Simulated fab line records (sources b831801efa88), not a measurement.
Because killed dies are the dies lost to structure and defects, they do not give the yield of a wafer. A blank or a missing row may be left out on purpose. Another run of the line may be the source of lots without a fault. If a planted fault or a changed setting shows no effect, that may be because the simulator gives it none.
Chamber matching	flow sfqLine	SFQ_TRILAYER_I1_VIA_ETCH_VIA_ETCH_052 on rieDiel-03: 4 sister chambers
The step etches SiO2 in CHF3, stops on Nb, target depth 260 nm. 8 wafers are shown with their chamber, then 7 later ones without.

== EACH WAFER AND ITS CHAMBER ==
wafer	chamber	drypumpMotorCurrentA (A)	oesProductAu (a.u.)
L701.3	0	6.3	0.853
L702.6	2	6.3	0.851
L703.1	2	6.2	0.850
L703.2	0	6.3	0.846
L704.5	3	4.9	0.846
L704.6	1	6.4	0.861
L711.1	1	6.3	0.862
L711.3	3	4.9	0.863

== WAFERS WITHOUT THEIR CHAMBER ==
wafer	drypumpMotorCurrentA (A)	oesProductAu (a.u.)
L711.5	6.4	0.852
L717.1	6.2	0.855
L717.3	4.9	0.847
L717.4	6.3	0.847
L720.1	6.2	0.856
L720.3	6.3	0.849
L720.4	6.3	0.857

== THE CHAMBER EACH PASSED THROUGH ==
wafer	from the rows above	in truth
L711.5	can't be placed: 1 or 0 or 2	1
L717.1	can't be placed: 2 or 0 or 1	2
L717.3	3	3
L717.4	can't be placed: 0 or 2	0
L720.1	can't be placed: 2 or 0 or 1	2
L720.3	can't be placed: 0 or 2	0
L720.4	can't be placed: 0 or 1 or 2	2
Placed correctly: 1 of 7. These rows do not allow placing 6 (true chamber among the candidates in 6). Placed wrongly: 0.
How it was worked out, from the rows above alone: a wafer's distance from a chamber is the root of the sum, over the readings, of the square of ((its reading less the chamber's mean) divided by the reading's scatter). If the next closest chamber is less than 2 further off than the closest, the wafer can't be placed; otherwise it belongs to the closest. A chamber's mean is the mean of its shown wafers. The scatter: the root of (the sum of the squares of (reading less its chamber's mean) over the shown wafers, divided by (wafers less chambers)).
